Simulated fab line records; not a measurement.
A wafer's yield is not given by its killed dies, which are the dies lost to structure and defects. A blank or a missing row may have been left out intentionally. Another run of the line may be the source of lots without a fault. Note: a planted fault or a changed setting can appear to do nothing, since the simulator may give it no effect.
Which tool was responsible? | flow gf180mcu | 21 wafers from 7 lots sampled at 3 of the route's 602 steps

== WHAT THE GAUGES READ, wafer by wafer ==
GF_M2_RS_MEAS_05: measures by four-point-probe.
lot  | measured     | on           | M2_ALCU_RS (ohm/sq)
L939 | day 19 15:09 | filmMetro-04 | 0.0691 0.0691 0.0695
L941 | day 20 13:43 | filmMetro-03 | 0.0700 0.0692 0.0693
L952 | day 23 23:28 | filmMetro-03 | 0.0691 0.0695 0.0690
L954 | day 24 19:55 | filmMetro-03 | 0.0693 0.0692 0.0693
L956 | day 25 09:55 | filmMetro-03 | 0.0695 0.0696 0.0695
L958 | day 25 22:14 | filmMetro-04 | 0.0699 0.0694 0.0695

== EACH LOT AND THE TOOL THAT RAN IT (in order: tool; ch and the chambers of the sampled wafers; start) ==
lot  | GF_V1_STRIP_18                      | GF_M2_SPUTTER_02
L939 | plasmaAsher-01 ch 0,1, day 19 13:41 | pvdSputter-02, day 19 15:01
L941 | plasmaAsher-04 ch 0,1, day 20 12:15 | pvdSputter-01, day 20 13:35
L945 | plasmaAsher-02 ch 0,1, day 21 13:42 | -
L952 | plasmaAsher-04 ch 0,1, day 23 21:56 | pvdSputter-04, day 23 23:20
L954 | plasmaAsher-04 ch 0,1, day 24 18:20 | pvdSputter-02, day 24 19:48
L956 | plasmaAsher-04 ch 0,1, day 25 08:25 | pvdSputter-04, day 25 09:49
L958 | plasmaAsher-01 ch 0,1, day 25 20:45 | pvdSputter-02, day 25 22:07
- GF_V1_STRIP_18: strips in O2/N2.
- GF_M2_SPUTTER_02: material AlCu, target thk 450 nm, time 23.9 s.

== THE ANSWER, worked out from the rows above alone ==
Rule: the lots themselves supply what counts as usual. Put in order of their means at a reading, lots are off if they are a third of the lots or fewer, leave a main group of 4 or more, and stand apart from it by a gap of 3 or more times the standard deviation of the main group's means; of several such gaps the widest counts. A main group is skipped when, at the precision printed for the reading in the tables above, its means are all equal. Also off: a lot with no number at a reading for which 4 or more lots have one. The other lots that the step has rows for count as sound.
Across all readings shown, no lot is off: no conclusion can be drawn from this.

== WHAT WAS PUT IN BY THE SIMULATOR ==
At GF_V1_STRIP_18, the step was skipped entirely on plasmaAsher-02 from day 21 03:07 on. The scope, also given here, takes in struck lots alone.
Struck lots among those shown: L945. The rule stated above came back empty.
